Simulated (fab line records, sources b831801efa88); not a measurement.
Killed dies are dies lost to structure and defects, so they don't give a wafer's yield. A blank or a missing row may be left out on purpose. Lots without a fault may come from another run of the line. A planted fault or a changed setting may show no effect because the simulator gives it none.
fab line records | flow sky130
record lots=15 wafers=45 last_day=50
route steps=708 shown NWELL@63 POLY_GATE@217 LDD_N@254 LDD_P@263 PAD_OPEN@708
lots that met no fault: from a run of the same line without faults
start_h: hours from the record's first day to the start of the lot's first wafer shown | wait_h: hours since the lot's step before | " the same as in the row above | L1.1+2: a row that stands for several wafers | - no value, or no start given | * or withheld: withheld | < > ~ a bound
route shown NAME@n: a module of which the file shows steps, and the number in the route of the first | usual: mean/standard deviation of fault-free wafers | same: alike in all rows | chamber/n: place in a boat | sites: the reading at each site | _std_site: their standard deviation | _edge_site: outer sites' mean less inner sites' | radius_mm: how far each site lies from the wafer's centre | mask NAME#n: copy n | behind: the tool/chamber that last shaped the wafer | hold: why the lot was held/for how many hours/how that ended | device: the transistor (n, p or np) that didn't switch | end of line: the same wafers' tests at the end of the route | a step without rows: its recipe alone | killed: dies lost to structure and defects at the first sort, not the wafer's yield | map: a wafer's dies, x killed, . not, _ none there
set.NAME: the setting as run; set.NAME@STEP: as run at that earlier step | model.NAME: the simulator's own value behind a step, which no gauge read
steps of the route over a sample of lots; a table a step, a row a wafer
services: from which hour (start_h, from the record's first day; less than 0 if before it) a tool's chamber was out of use, for how many hours, and why
## steps
# step SKY_NWELL_OVL_MEAS_10
# usual NWELL_00_OVL=-1.9/1.4
# columns lot.wafer tool chamber start_h wait_h NWELL_00_OVL[nm]
L886.1 overlay-01 - 85.65 - -2.0
L886.4 " - " " -2.0
L886.6 " - " " -1.6
L888.2 overlay-01 - 94.16 - -1.8
L888.3 " - " " 0.1
L888.5 " - " " -0.4
L889.2 overlay-01 - 101.96 - -1.1
L889.4 " - " " 0.1
L889.5 " - " " -2.3
L891.2 overlay-01 - 126.99 - -1.2
L891.4 " - " " -0.8
L891.6 " - " " -0.8
L892.2 overlay-02 - 127.51 - -1.5
L892.3 " - " " 1.0
L892.6 " - " " 0.8
L894.1 overlay-02 - 135.29 - -2.5
L894.3 " - " " -1.8
L894.6 " - " " -2.7
L896.1 overlay-02 - 149.99 - -1.1
L896.2 " - " " -0.5
L896.5 " - " " -2.1
L897.1 overlay-01 - 156.93 - -1.2
L897.2 " - " " -3.2
L897.4 " - " " -2.9
L898.3 overlay-01 - 162.60 - -2.2
L898.5 " - " " -1.9
L898.6 " - " " -2.6
L899.1 overlay-01 - 165.28 - -4.3
L899.2 " - " " -4.4
L899.4 " - " " -3.5
L905.2 overlay-01 - 199.14 - -4.4
L905.5 " - " " -1.8
L905.6 " - " " -4.4
L906.1 overlay-02 - 207.15 - -0.6
L906.2 " - " " -1.4
L906.4 " - " " -1.2
L907.2 overlay-01 - 216.74 - -2.3
L907.3 " - " " -3.8
L907.4 " - " " -5.1
L908.2 overlay-02 - 220.81 - -0.3
L908.4 " - " " -2.4
L908.6 " - " " -1.6
L909.2 overlay-02 - 221.45 - 1.3
L909.5 " - " " -0.8
L909.6 " - " " -1.5
# step SKY_POLY_GATE_CVD_03
# recipe material=Si3N4 precursor=DCS/NH3 target_thk_nm=75 temp_c=770 time_s=1290 pressure_mtorr=250
# usual pressure_mtorr=249.8/0.46 spike_tc_bottom_C=790.9/1.1 spike_tc_top_C=787/5.5
# columns lot.wafer tool chamber start_h wait_h pressure_mtorr spike_tc_bottom_C spike_tc_top_C
L886.1 lpcvd-02 0 372.48 2.1 249.4 789.8 780
L886.4 " 0 " " 249.4 791.1 780
L886.6 " 0 " " 249.6 790.5 781
L888.2 lpcvd-02 0 372.48 0.9 249.4 790.0 782
L888.3 " 0 " " 249.6 790.6 781
L888.5 " 0 " " 249.3 790.4 781
L889.2 lpcvd-02 0 375.63 1.7 249.9 789.5 780
L889.4 " 0 " " 249.1 791.4 783
L889.5 " 0 " " 250.4 792.2 781
L891.2 lpcvd-02 1 401.32 1.6 249.5 793.6 793
L891.4 " 1 " " 249.7 791.0 792
L891.6 " 1 " " 249.0 794.1 791
L892.2 lpcvd-02 1 405.52 0.5 249.2 790.1 791
L892.3 " 1 " " 250.2 790.6 792
L892.6 " 1 " " 249.8 791.8 791
L894.1 lpcvd-02 1 409.18 0.0 249.0 791.7 793
L894.3 " 1 " " 249.9 789.9 791
L894.6 " 1 " " 249.5 790.7 793
L896.1 lpcvd-02 1 439.10 0.0 249.7 788.5 793
L896.2 " 1 " " 249.4 792.1 792
L896.5 " 1 " " 248.6 790.2 790
L897.1 lpcvd-02 0 442.01 0.0 249.6 791.3 779
L897.2 " 0 " " 250.5 791.5 779
L897.4 " 0 " " 249.5 792.4 783
L898.3 lpcvd-02 1 452.46 0.0 249.8 789.9 791
L898.5 " 1 " " 249.7 791.0 792
L898.6 " 1 " " 250.3 790.0 791
L899.1 lpcvd-02 0 457.51 0.0 249.6 792.7 781
L899.2 " 0 " " 249.2 792.5 782
L899.4 " 0 " " 248.9 790.6 783
L905.2 lpcvd-02 1 505.16 0.0 - - -
L905.5 " 1 " " - - -
L905.6 " 1 " " - - -
L906.1 lpcvd-02 0 517.46 0.0 - - -
L906.2 " 0 " " - - -
L906.4 " 0 " " - - -
L907.2 lpcvd-02 1 531.22 0.0 - - -
L907.3 " 1 " " - - -
L907.4 " 1 " " - - -
L909.2 lpcvd-02 1 534.51 0.0 249.8 790.3 792
L909.5 " 1 " " 250.4 791.1 790
L909.6 " 1 " " 250.4 789.8 792
L908.2 lpcvd-02 0 536.92 0.6 250.3 788.9 781
L908.4 " 0 " " 249.9 790.1 782
L908.6 " 0 " " 249.8 791.1 781
# step SKY_LDD_N_TW_MEAS_17
# usual LDD_N_TW=2611/11
# columns lot.wafer tool chamber start_h wait_h LDD_N_TW
L886.1 film_metro-03 - 437.37 0.1 2604
L886.4 " - " " 2606
L886.6 " - " " 2598
L888.2 film_metro-02 - 437.54 0.1 2618
L888.3 " - " " 2601
L888.5 " - " " 2607
L889.2 film_metro-04 - 440.39 0.1 2626
L889.4 " - " " 2625
L889.5 " - " " 2639
L891.2 film_metro-04 - 466.88 0.1 2622
L891.4 " - " " 2619
L891.6 " - " " 2622
L892.2 film_metro-02 - 471.31 0.1 2603
L892.3 " - " " 2585
L892.6 " - " " 2596
L894.1 film_metro-04 - 475.38 0.1 2614
L894.3 " - " " 2627
L894.6 " - " " 2619
L896.1 film_metro-04 - 505.67 0.1 2607
L896.2 " - " " 2612
L896.5 " - " " 2615
L897.1 film_metro-02 - 507.88 0.1 2604
L897.2 " - " " 2611
L897.4 " - " " 2617
L898.3 film_metro-04 - 519.05 0.1 2604
L898.5 " - " " 2611
L898.6 " - " " 2611
L899.1 film_metro-03 - 523.13 0.1 2612
L899.2 " - " " 2611
L899.4 " - " " 2613
L909.2 film_metro-02 - 598.06 0.1 2625
L909.5 " - " " 2626
L909.6 " - " " 2614
L908.2 film_metro-02 - 599.63 0.1 2615
L908.4 " - " " 2591
L908.6 " - " " 2610
# step SKY_LDD_P_OVL_MEAS_08
# usual LDD_P_OVL=-0.1/1.5
# columns lot.wafer tool chamber start_h wait_h LDD_P_OVL[nm]
L886.1 overlay-01 - 467.85 0.1 -2.0
L886.4 " - " " -1.6
L886.6 " - " " -1.8
L888.2 overlay-02 - 468.08 0.1 0.3
L888.3 " - " " -0.1
L888.5 " - " " 1.0
L889.2 overlay-01 - 470.48 0.1 0.3
L889.4 " - " " -0.6
L889.5 " - " " 0.2
L891.2 overlay-02 - 497.72 0.1 1.9
L891.4 " - " " 2.6
L891.6 " - " " 2.9
L892.2 overlay-01 - 502.93 0.1 -2.6
L892.3 " - " " -0.8
L892.6 " - " " -0.4
L894.1 overlay-02 - 506.95 0.1 0.1
L894.3 " - " " 0.5
L894.6 " - " " 1.9
L896.1 overlay-01 - 536.11 0.1 1.2
L896.2 " - " " 2.3
L896.5 " - " " 0.5
L897.1 overlay-01 - 538.01 0.1 -2.1
L897.2 " - " " -1.9
L897.4 " - " " -0.1
L898.3 overlay-02 - 549.06 0.1 2.1
L898.5 " - " " 1.6
L898.6 " - " " -0.8
L899.1 overlay-01 - 552.87 0.1 -0.2
L899.2 " - " " 0.3
L899.4 " - " " -0.5
L909.2 overlay-02 - 627.31 0.1 -0.6
L909.5 " - " " -0.5
L909.6 " - " " -0.2
L908.2 overlay-02 - 628.87 0.1 2.3
L908.4 " - " " 0.8
L908.6 " - " " 2.9
# step SKY_PAD_OPEN_PROBE_99
# usual defect_limited_yield=82.1/1.9 killed_at_M0_to_M3=44/6.6 killed_at_M4_up=3.0/1.9 killed_at_contacts=24/5.1 killed_at_front_end=16/4.6 killed_at_other=0.3/0.59 killed_dies=88/9.5 killed_open=48/6.7 killed_short=40/6.1 sort_bin_3_pad_short=0.9/0.43 sort_bin_5_function=10.7/1.6 sort_bin_6_memory=6.3/1.1 sort_n_pass=404/9.5 sort_yield_pct=82.1/1.9
# same gross_dies=492 killed_at_back_side=0 sort_bin_4_leakage[%]=0 sort_bin_8_speed[%]=0
# columns lot.wafer tool chamber start_h wait_h defect_limited_yield[%] killed_at_M0_to_M3 killed_at_M4_up killed_at_contacts killed_at_front_end killed_at_other killed_dies killed_open killed_short sort_bin_3_pad_short[%] sort_bin_5_function[%] sort_bin_6_memory[%] sort_n_pass sort_yield_pct[%]
L891.2 prober-02 - 1119.55 0.1 78.9 51 4 26 23 0 104 62 42 1.0 12.6 7.5 388 78.9
L891.4 prober-02 - 1119.65 0.2 77.0 39 4 31 39 0 113 64 49 1.4 13.2 8.3 379 77.0
L891.6 prober-02 - 1119.75 0.2 79.9 49 5 25 20 0 99 49 50 0.6 14.4 5.1 393 79.9
L897.1 prober-02 - 1153.25 0.1 80.1 48 2 32 16 0 98 62 36 0.8 11.6 7.5 394 80.1
L897.2 prober-02 - 1153.30 0.1 81.3 45 7 24 16 0 92 54 38 1.0 10.2 7.5 400 81.3
L897.4 prober-02 - 1153.40 0.2 82.7 43 4 25 13 0 85 47 38 0.8 10.2 6.3 407 82.7
L908.2 prober-02 - 1205.85 0.1 82.7 38 2 29 16 0 85 54 31 1.4 9.3 6.5 407 82.7
L908.4 prober-02 - 1205.95 0.2 84.3 38 1 23 15 0 77 43 34 0.6 9.3 5.7 415 84.3
L908.6 prober-02 - 1206.05 0.2 81.3 47 1 28 16 0 92 54 38 0.6 11.6 6.5 400 81.3
# killed by level:class
L891.2 VIA1:geometric_particle:open=14 CONTACT:geometric_particle:open=13 VIA3:geometric_particle:open=8 POLY_GATE:geometric_particle:open=6 LI_CONTACT:geometric_particle:open=6 VIA2:geometric_particle:open=6 FIELD_ISO:geometric_particle:short=5 POLY_GATE:geometric_particle:short=5
L891.4 FIELD_ISO:geometric_particle:short=15 LI_CONTACT:geometric_particle:open=11 FIELD_ISO:geometric_particle:open=10 VIA3:geometric_particle:open=10 VIA1:geometric_particle:open=10 LOCAL_INTERCONNECT:geometric_particle:short=9 POLY_GATE:geometric_particle:short=7 VIA2:geometric_particle:open=7
L891.6 VIA3:geometric_particle:open=13 VIA2:geometric_particle:open=10 FIELD_ISO:geometric_particle:short=7 CONTACT:geometric_particle:short=7 LOCAL_INTERCONNECT:geometric_particle:short=7 VIA1:geometric_particle:open=6 FIELD_ISO:geometric_particle:open=5 LI_CONTACT:geometric_particle:open=5
L897.1 VIA1:geometric_particle:open=14 CONTACT:geometric_particle:open=13 METAL1:geometric_particle:short=8 VIA3:geometric_particle:open=8 LI_CONTACT:geometric_particle:open=6 LOCAL_INTERCONNECT:geometric_particle:short=6 CONTACT:geometric_particle:short=5 METAL2:geometric_particle:short=5
L897.2 VIA1:geometric_particle:open=13 CONTACT:geometric_particle:open=9 CONTACT:geometric_particle:short=6 VIA2:geometric_particle:open=6 VIA3:geometric_particle:open=6 VIA1:geometric_particle:short=5 METAL4:geometric_particle:open=5 FIELD_ISO:geometric_particle:short=4
L897.4 VIA1:geometric_particle:open=14 CONTACT:geometric_particle:open=10 VIA3:geometric_particle:open=8 CONTACT:geometric_particle:short=7 POLY_GATE:geometric_particle:short=5 LI_CONTACT:geometric_particle:open=5 METAL1:geometric_particle:short=5 METAL2:geometric_particle:short=5
L908.2 VIA1:geometric_particle:open=12 LI_CONTACT:geometric_particle:open=12 CONTACT:geometric_particle:open=9 LOCAL_INTERCONNECT:geometric_particle:short=5 METAL1:geometric_particle:short=5 VIA3:geometric_particle:open=5 FIELD_ISO:geometric_particle:short=4 POLY_GATE:geometric_particle:open=4
L908.4 VIA1:geometric_particle:open=9 CONTACT:geometric_particle:open=8 METAL1:geometric_particle:short=7 LI_CONTACT:geometric_particle:open=6 VIA2:geometric_particle:open=6 FIELD_ISO:geometric_particle:open=5 VIA3:geometric_particle:open=4 CONTACT:geometric_particle:short=4
L908.6 VIA1:geometric_particle:open=18 LI_CONTACT:geometric_particle:open=12 METAL2:geometric_particle:short=8 CONTACT:geometric_particle:open=7 VIA2:geometric_particle:open=6 VIA2:geometric_particle:short=5 LI_CONTACT:geometric_particle:short=5 VIA3:geometric_particle:short=4
## services
# columns tool chamber start_h hours kind
lpcvd-02 - 443.77 2.8 pm
lpcvd-02 - 447.20 0.5 repair
## key
first_sign step=SKY_POLY_GATE_CVD_03 reading=tool_record direction=missing
effect none on later readings
met_at SKY_POLY_GATE_CVD_03
struck_lots L905,L906,L907
scrapped_behind SKY_POLY_GATE_THK_MEAS_04 L905.2,L905.5,L905.6,L906.1,L906.2,L906.4,L907.2,L907.3,L907.4
not_acting_at SKY_NWELL_OVL_MEAS_10,SKY_LDD_N_TW_MEAS_17,SKY_LDD_P_OVL_MEAS_08
onset_between 457.51 505.16
fault kind=skipped_step_whole tool=lpcvd-02 chamber=- onset_h=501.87 steps=SKY_POLY_GATE_CVD_03 scope=struck_lots_only
